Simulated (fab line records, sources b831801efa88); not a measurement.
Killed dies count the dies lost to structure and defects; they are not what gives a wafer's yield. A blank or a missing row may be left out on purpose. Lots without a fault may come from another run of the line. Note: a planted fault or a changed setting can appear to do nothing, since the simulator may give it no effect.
Code-filled problem report in 8D (eight disciplines) form    flow gf180mcu    the parts of the form that need people (team, actions taken, sign-off) are left out

## 1. THE ISSUE
Across 2 wafers from 2 lots, MIM_ALCU_RS at GF_MIM_RS_MEAS_10 averages 0.1721 ohm/sq, while fault-free wafers read 0.1607 ohm/sq with a standard deviation of 0.002. That is +5.7 standard deviations from the usual mean.
The step: measures by four-point-probe.
Earliest sighting: wafer L991.1 on filmMetro-02 at day 27 21:06. The record has a number at this step for 30 wafers belonging to 10 lots. The rule behind "out" and "out of limits": a value lying over 4 standard deviations away from the usual mean. The rest of the wafers with a number are treated as sound.

## 2. WHAT IT IS, AND WHAT IT ISN'T
question                     is                 is not
which readings at this step  MIM_ALCU_RS        -
which lots                   L991, L992         L100, L102, L103, L105, L983, L987, L997, L998
which wafers of those lots   L991.1, L992.6     L991.4, L991.5, L992.2, L992.5
read on which gauges         filmMetro-02       filmMetro-03, filmMetro-04
when                         from day 27 21:06  up to then (8 sound wafers); but 20 sound wafers of L100, L102, L103, L105, L992, L997, L998 came after

## 3. SUSPECTS, AND WHAT RULES EACH OUT
Counting: if a tool at a process step up to the reading ran every lot that is out, it stays a suspect. Sound lots after the first of them don't rule it out here, since some wafers of a struck lot are sound.
- the gauge at GF_MIM_RS_MEAS_10: ruled out. All the wafers that are out were read on filmMetro-02, but those of them that GF_MIM_SPUTTER_08 has rows for are out there too, on other tools.
- pvdSputter-03 at GF_MIM_SPUTTER_08 (material AlCu, target thk 200 nm, time 10.6 s): kept. Every lot that is out went through it, the first being L991 (day 27 21:02); the last sound lot it ran before that was L987 (day 26 11:21). Out on those wafers are its own readings of cathodeDcPowerW.
After counting, what remains is pvdSputter-03 at GF_MIM_SPUTTER_08.

## 4. THE CAUSE (what the simulator had put in)
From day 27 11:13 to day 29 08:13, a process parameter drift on pvdSputter-03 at GF_MIM_SPUTTER_08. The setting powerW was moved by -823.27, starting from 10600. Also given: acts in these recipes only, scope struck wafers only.
Counting left only this tool.

## 5. SEQUENCE OF EFFECTS, ordered by route
Each row: a reading where the mean over the struck wafers with a number is more than 3 standard deviations away from the usual. Scope: only readings with a usual standard deviation given in the record; hours: median across lots of the time from each lot's start at the first step in this table that gives one to its start at this step; sigmas: change in usual standard deviations.
hours  step                  reading           usual          on struck wafers  change   sigmas
0      GF_MIM_SPUTTER_08     cathodeDcPowerW   10600 W        9777              -823     -99 or more
0      GF_MIM_RS_MEAS_10     MIM_ALCU_RS       0.1607 ohm/sq  0.1721            +0.0114  +5.7
0      GF_MIM_THK_MEAS_11    MIM_ALCU_THK      199.0 nm       185.9             -13.1    -5.5
20     GF_MIM_METAL_ETCH_19  oesProductAu      0.940 a.u.     0.915             -0.025   -3.6
20     GF_MIM_METAL_ETCH_19  throttleValvePct  28.288 %       28.319            +0.030   +3.1
Here are the process steps it includes:
- GF_MIM_SPUTTER_08: material AlCu, target thk 200 nm, time 10.6 s.
- GF_MIM_METAL_ETCH_19: etches the open film in Cl2/BCl3, stops on Si3N4, target depth 324.5 nm, time 54.1 s.

## 6. HOW IT WOULD HAVE BEEN CAUGHT EARLIER
10 hours passed between the start of the fault at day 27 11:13 and the first reading out of limits at a measuring or inspecting step in this record, taken at day 27 21:06.
At GF_MIM_SPUTTER_08, the tool's own readings (cathodeDcPowerW) were out on each struck wafer the step has a row for, so an alarm limit on them would have fired on the first such wafer.
Of the lots that are out (2), L992 began GF_MIM_SPUTTER_08 on pvdSputter-03 after day 27 21:06. A tool hold placed at that time would have kept it from harm.
